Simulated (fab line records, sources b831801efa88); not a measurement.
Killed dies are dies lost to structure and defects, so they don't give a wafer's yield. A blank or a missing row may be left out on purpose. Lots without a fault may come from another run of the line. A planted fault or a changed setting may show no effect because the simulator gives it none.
Problem report in the 8D (eight disciplines) form, filled by code | flow sky130 | the parts of the form that need people (team, actions taken, sign-off) are left out

1. THE PROBLEM
run_length_s at SKY_POLY_CUT_SOFTBAKE_04 reads a mean of 122.81 s on 3 wafers of 2 lots; wafers without a fault read 119.22 s with a standard deviation of 0.13. That is +28 standard deviations from the usual mean.
The step: time 90 s.
First seen on wafer L614.5, day 29 09:00, on litho_track-03. The record holds 40 wafers of 14 lots with a number at this step. Rule for "out", or "out of limits": more than 4 standard deviations from the usual mean. The other wafers with a number count as sound.

2. WHAT IT IS AND WHAT IT IS NOT
question                    | is                     | is not
which readings at this step | run_length_s           | chill_plate_temp_C
which lots                  | L614, L615             | L598, L599, L600, L601, L604, L605, L607, L609, L611, L617, L620, L621
which wafers of those lots  | L614.5, L614.6, L615.5 | L615.3
read on which tools         | litho_track-03         | litho_track-02, litho_track-04
when                        | from day 29 09:00      | up to then (27 sound wafers); but 10 sound wafers of L615, L617, L620, L621 came after

3. SUSPECTS, AND WHAT RULES EACH OUT
Counting: a tool at a process step up to the reading stays a suspect if it ran every lot that is out. Sound lots after the first of them don't rule it out here, since some wafers of a struck lot are sound.
- litho_track-03 at SKY_POLY_CUT_SOFTBAKE_04 (time 90 s): kept. It ran every lot that is out, first L614 (day 29 09:00); its last sound lot up to then is L611 (day 28 23:00). Its own readings are out on those wafers: run_length_s.
Left after counting: litho_track-03 at SKY_POLY_CUT_SOFTBAKE_04.

4. THE CAUSE (what the simulator had put in)
Process parameter drift: litho_track-03, from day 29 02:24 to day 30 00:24, at SKY_POLY_CUT_SOFTBAKE_04. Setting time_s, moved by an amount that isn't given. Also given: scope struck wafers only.
Counting left only this tool.

5. THE CHAIN OF EFFECTS, in route order
Each row: a reading whose mean over the struck wafers that have a number lies more than 3 standard deviations from the usual. Only readings for which the record gives a usual standard deviation are gone through. hours: the time from each lot's start at the first step in this table that gives one to its start at this step, as a median over the lots. sigmas: the change in usual standard deviations.
hours | step                     | reading      | usual    | on struck wafers | change | sigmas
0     | SKY_POLY_CUT_SOFTBAKE_04 | run_length_s | 119.22 s | 122.81           | +3.59  | +28
The process steps in it:
- SKY_POLY_CUT_SOFTBAKE_04: time 90 s.

6. WHAT WOULD HAVE CAUGHT IT SOONER
In this record the first reading out of limits was taken at day 29 09:00, 7 hours after the fault began at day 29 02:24.
